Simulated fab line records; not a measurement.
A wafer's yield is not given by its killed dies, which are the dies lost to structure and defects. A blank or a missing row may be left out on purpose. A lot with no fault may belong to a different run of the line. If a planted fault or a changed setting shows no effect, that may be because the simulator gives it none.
Commonality check across tools -- flow gf180mcu -- 12 lots, 39 wafers sampled

THE REASON FOR OPENING IT
At GF_VT_IMPLANT_TW_MEAS_10 the reading VT_IMPLANT_TW is flagged on 1 of 12 lots. Wafers without a fault read 567.8, standard deviation 2.7.
Rule: flag the lot when none of its wafers has a number, or when each of its wafers that has one lies beyond 4 standard deviations from that mean. The other lots count as sound.

lot,measured,on,"VT_IMPLANT_TW, wafer by wafer",flag
L547,day 5 16:01,filmMetro-03,567.1 569.4 567.8,
L549,day 6 03:02,filmMetro-03,568.6 571.7 569.2,
L550,day 6 11:33,filmMetro-04,568.7 567.4 569.7,
L552,day 6 21:41,filmMetro-01,570.7 572.6 570.7,
L558,day 8 14:35,filmMetro-04,30.3 30.2 30.1 30.2 30.3 30.5,FLAGGED
L562,day 9 21:14,filmMetro-01,568.0 569.0 570.2,
L563,day 10 01:08,filmMetro-03,570.9 567.3 566.1,
L564,day 10 11:11,filmMetro-01,570.9 567.8 567.9,
L565,day 10 12:26,filmMetro-01,565.6 565.6 567.1,
L568,day 10 23:15,filmMetro-03,565.6 568.1 569.6,
L569,day 11 11:16,filmMetro-04,563.1 563.2 563.3,
L570,day 11 16:38,filmMetro-01,570.1 573.1 568.6,
On average the flagged lots read 30.3, which is -537.5 against the usual, or -99 or more standard deviations.

LOT BY LOT: THE TOOL USED
The record keeps 1 process step preceding the reading, out of 602 steps on the route. Each cell gives the tool, then ch followed by the chambers the sampled wafers passed through, then the start.
lot,flag,GF_VT_IMPLANT_EXPOSE_04
L547,,"ilineStepper-01 ch 0, day 5 09:35"
L549,,"ilineStepper-02 ch 0, day 5 19:29"
L550,,"ilineStepper-01 ch 0, day 6 04:21"
L552,,"ilineStepper-02 ch 0, day 6 13:51"
L558,FLAGGED,"ilineStepper-01 ch 0, day 8 06:04"
L562,,"ilineStepper-02 ch 0, day 9 12:23"
L563,,"ilineStepper-02 ch 0, day 9 15:45"
L564,,"ilineStepper-01 ch 0, day 10 02:14"
L565,,"ilineStepper-01 ch 0, day 10 03:24"
L568,,"ilineStepper-01 ch 0, day 10 14:12"
L569,,"ilineStepper-01 ch 0, day 11 01:44"
L570,,"ilineStepper-02 ch 0, day 11 06:43"
What these steps do:
- GF_VT_IMPLANT_EXPOSE_04: exposes mask LVPWELL LV AREA, target cd 600 nm.
- GF_VT_IMPLANT_TW_MEAS_10

FLAGGED OVER TOTAL, TOOL BY TOOL (the gauges that took the reading come last)
step,tool,lots run,flagged,share of the flagged lots,sound lots run after its first flagged lot
GF_VT_IMPLANT_EXPOSE_04,ilineStepper-01,7,1,all,"4 (L564,L565,L568,L569)"
GF_VT_IMPLANT_EXPOSE_04,ilineStepper-02,5,0,none,-
GF_VT_IMPLANT_TW_MEAS_10,filmMetro-01,5,0,none,-
GF_VT_IMPLANT_TW_MEAS_10,filmMetro-03,4,0,none,-
GF_VT_IMPLANT_TW_MEAS_10,filmMetro-04,3,1,all,1 (L569)

WHAT IS ALLOWED BY THE TABLE
In 2 table rows, all flagged lots were run: ilineStepper-01 (GF_VT_IMPLANT_EXPOSE_04), filmMetro-04 (GF_VT_IMPLANT_TW_MEAS_10).
- ilineStepper-01 at GF_VT_IMPLANT_EXPOSE_04 ran 7 lots, 1 of them flagged. Sound lots followed the first flagged one (L564, L565, L568, L569) on it, something a lasting fault affecting the whole tool could not allow.
- filmMetro-04 at GF_VT_IMPLANT_TW_MEAS_10 ran 3 lots, 1 of them flagged. Sound lots followed the first flagged one (L569) on it, something a lasting fault affecting the whole tool could not allow.
No row of the table ran every flagged lot and no sound lot after the first.

WHAT HAD BEEN PUT IN BY THE SIMULATOR
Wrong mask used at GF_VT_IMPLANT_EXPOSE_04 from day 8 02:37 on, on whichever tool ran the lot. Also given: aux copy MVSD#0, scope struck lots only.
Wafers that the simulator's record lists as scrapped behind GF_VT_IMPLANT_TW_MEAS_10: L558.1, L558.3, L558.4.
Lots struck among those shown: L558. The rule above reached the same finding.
